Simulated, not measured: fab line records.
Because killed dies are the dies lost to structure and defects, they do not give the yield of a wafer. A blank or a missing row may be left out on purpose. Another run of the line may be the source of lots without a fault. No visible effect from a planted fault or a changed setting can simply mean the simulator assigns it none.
Split-lot trial ; flow sky130 ; 23 wafers read across 5 lots, on a route 708 steps long

THE SPLIT ITSELF
At SKY_LOCAL_INTERCONNECT_COAT_06 (resist thk 450 nm), the setting resist_thk_nm was moved away from the recipe's 450 nm on 5 of the 23 wafers read, by +2.6% to +5.5%. All remaining wafers had this setting at the recipe value.

The file shows no step between the split and the reading.

THE READING
KrF-thick_of_LOCAL_INTERCONNECT_COAT_06.thk_nm (the simulator's own value, which no gauge read), in nm, at SKY_LOCAL_INTERCONNECT_ETCH_13 (etches BARC in N2/H2, stops on SiO2, time 45.9 s, target depth 60 nm). The file does not state a usual value for it. Across the 18 wafers here that went through the recipe, the average is 392.5 nm and the standard deviation 1.2 nm.

wafer;tool, chamber at the split;resist_thk_nm as run, nm;against the recipe;KrF-thick_of_LOCAL_INTERCONNECT_COAT_06.thk_nm, nm;against lot-mates on the recipe
L074.1;litho_track-01, 0;450;recipe;393;-
L074.2;litho_track-01, 0;450;recipe;394.1;-
L074.3;litho_track-01, 0;450;recipe;394.4;-
L074.4;litho_track-01, 0;450;recipe;393.1;-
L074.6;litho_track-01, 0;450;recipe;393.2;-
L076.2;litho_track-03, 0;474.9;+5.5%;419.1;+25.8
L076.3;litho_track-03, 0;450;recipe;394.1;-
L076.4;litho_track-03, 0;450;recipe;392.7;-
L076.5;litho_track-03, 0;474.9;+5.5%;417.5;+24.2
L076.6;litho_track-03, 0;450;recipe;393.1;-
L078.1;litho_track-04, 0;461.8;+2.6%;403.8;+12.0
L078.2;litho_track-04, 0;461.8;+2.6%;403.4;+11.6
L078.3;litho_track-04, 0;450;recipe;391.1;-
L078.4;litho_track-04, 0;450;recipe;392.5;-
L078.6;litho_track-04, 0;461.8;+2.6%;403.6;+11.8
L080.2;litho_track-03, 0;450;recipe;392.3;-
L080.4;litho_track-03, 0;450;recipe;392.5;-
L080.6;litho_track-03, 0;450;recipe;393.5;-
L084.1;litho_track-04, 0;450;recipe;392;-
L084.2;litho_track-04, 0;450;recipe;391;-
L084.3;litho_track-04, 0;450;recipe;391.3;-
L084.4;litho_track-04, 0;450;recipe;389.8;-
L084.6;litho_track-04, 0;450;recipe;390.6;-

THE FIT
A straight line over all 23 wafers: KrF-thick_of_LOCAL_INTERCONNECT_COAT_06.thk_nm changes by +4.58 nm for each +1% of resist_thk_nm; r = +0.99; the points scatter about the line by 1.2 nm.
The same after taking each lot's own level away (the mean of its wafers on the recipe; 23 wafers): +4.51 nm for each +1%; r = +1.00; scatter 0.64 nm.
According to that fit, moving resist_thk_nm by its largest amount changes the reading by 25 nm.
The lots' own levels span 390.94 to 393.56 nm, that is 2.1 times the standard deviation above.
So the lot-to-lot level changes the slope little: the two slopes agree.
Check: with one of the wafers moved furthest among these (+5.5%) left out of the fit, the line predicts +24.5 nm for it against its lot-mates. Against them it came out at +25.8 nm.

FURTHER SPLITS ON THESE WAFERS
Note: prior to the reading, these wafers also went through further splits. Each is held against what the fit with the lots' levels taken away leaves over:
other split on the same wafers;wafers away from the commonest value;r with KrF-thick_of_LOCAL_INTERCONNECT_COAT_06.thk_nm (lot level and that fit taken away)
SKY_LI_CONTACT_COAT_07 spin_rpm;10;-0.05
SKY_LI_CONTACT_CVD_21 temp_c;8;+0.29

THE WHOLE CHAIN: every reading that the file lists as answering this split, in the file's order
step;what it does;reading;change (the file's fit);r (the file's)
SKY_LOCAL_INTERCONNECT_COAT_06;resist thk 450 nm;KrF-thick_of_LOCAL_INTERCONNECT_COAT_06.thk_nm (the simulator's own value, which no gauge read);+4.36 nm for each +1% of the setting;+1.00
SKY_LOCAL_INTERCONNECT_ETCH_13;etches BARC in N2/H2, stops on SiO2, time 45.9 s, target depth 60 nm;KrF-thick_of_LOCAL_INTERCONNECT_COAT_06.thk_nm (the simulator's own value, which no gauge read);+4.52 nm for each +1% of the setting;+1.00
SKY_LOCAL_INTERCONNECT_STRIP_15;strips in O2/N2;strip_time_to_endpoint_s;withheld for each +1% of the setting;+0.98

FILE'S OWN FIT
KrF-thick_of_LOCAL_INTERCONNECT_COAT_06.thk_nm changes by +4.52 nm for each +1% of resist_thk_nm, r = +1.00.
